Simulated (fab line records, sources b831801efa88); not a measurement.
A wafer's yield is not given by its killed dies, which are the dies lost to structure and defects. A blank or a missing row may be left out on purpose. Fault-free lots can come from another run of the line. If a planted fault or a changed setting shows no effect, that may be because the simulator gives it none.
A struck lot beside a sound one ; flow sky130 ; 15 steps out of a route of 708
Sound: the wafers L966.2, L966.4, L966.5. Struck: wafer L974.1 (left out: L974.2, L974.5 of the same lot, which were not struck); the cause appears at the end.
At each step with rows: each side's tool, then ch and its chambers, then its first start. Under that, the readings that differ: sound wafers ; struck wafers ; difference of the means ; sigmas: that difference in standard deviations of wafers without a fault.
alike: words and numbers the same on both sides, and readings whose means are apart by under 2 such deviations; not compared: readings that were withheld, readings missing a value for some wafer, numbers with overlapping values and no deviation given by the record, and bounds like >300 which may hide the same value.
The two part at a step that has a row with sigmas, a row that says differs or no value, or rows on one side only. Non-overlapping numbers with no deviation appear without sigmas and do not part them. Lack of a reading on every wafer of one side parts them only where that side has two or more wafers.

SKY_GATE_OXIDE_OVL_MEAS_10:
  struck on overlay-02, day 17 10:31; sound on overlay-02, day 14 09:37
  alike: GATE_OXIDE_OVL
then, 2 steps without rows for these wafers: SKY_GATE_OXIDE_IMPLANT_11; SKY_GATE_OXIDE_WET_ETCH_12 (etches SiO2 in dHF, target depth 16.8 nm, time 336 s).
SKY_GATE_OXIDE_STRIP_13: strips in O2/N2.
  sound on plasma-asher-03 ch 0,1, day 14 10:00; struck on plasma-asher-03 ch 0, day 17 10:49
reading;sound;struck;difference;sigmas
oes-product-au (a.u.);0.715 0.713 0.714;0.725;+0.011;+2
  alike: drypump-motor-current-A, strip-time-to-endpoint-s
  not compared: rf-hours-counter-h
SKY_GATE_OXIDE_TW_MEAS_14:
  struck on film-metro-03, day 17 10:55; sound on film-metro-04, day 14 10:07
reading;sound;struck;difference;sigmas
GATE_OXIDE_TW;227.7 228.2 228.3;221.2;-6.9;-2
then, 3 steps without rows for these wafers: SKY_GATE_OXIDE_CLEAN_15 (cleans in SC1/SC2, time 150 s); SKY_GATE_OXIDE_OXIDATION_16 (stabilise 600 s, purge 300 s, target thk 3.57 nm); SKY_POLY_GATE_CVD_00 (deposits poly-Si, target thk 180 nm, time 720 s).
SKY_POLY_GATE_THK_MEAS_01:
  struck on film-metro-02, day 17 16:53; sound on film-metro-03, day 14 13:29
  alike: POLY_GATE_CVD_00_THK
then, 3 steps without rows for these wafers: SKY_RES_PROTECT_DEHYDRATE_00 (time 60 s); SKY_RES_PROTECT_HMDS_01 (prime time 60 s); SKY_RES_PROTECT_COAT_02 (resist thk 1140 nm).
SKY_RES_PROTECT_SOFTBAKE_03: time 60 s.
  sound on litho-track-04 ch 0, day 15 04:04; struck on litho-track-04 ch 0, day 18 07:35
reading;sound;struck;difference;sigmas
heater-power-total-W (W);56.51 56.60 56.65;58.65;+2.06;+46
run-length-s (s);89.26 89.25 89.31;83.39;-5.88;-45
then, 1 step without rows for these wafers: SKY_RES_PROTECT_EXPOSE_04 (exposes mask RPM, target cd 1270 nm).
-- here the record skips 31 days between the struck wafers' starts before and after, leaving off in module RES_PROTECT and picking up in module PAD_OPEN (first step shown: number 708 of the route) --
SKY_PAD_OPEN_PROBE_99:
  rows exist in the record for the struck wafers here (prober-02, day 49 12:21), but not for the sound ones

## WHERE THEY PART
Last at SKY_PAD_OPEN_PROBE_99 as far as this record goes, first at SKY_GATE_OXIDE_STRIP_13.

WHY: what had been put in by the simulator
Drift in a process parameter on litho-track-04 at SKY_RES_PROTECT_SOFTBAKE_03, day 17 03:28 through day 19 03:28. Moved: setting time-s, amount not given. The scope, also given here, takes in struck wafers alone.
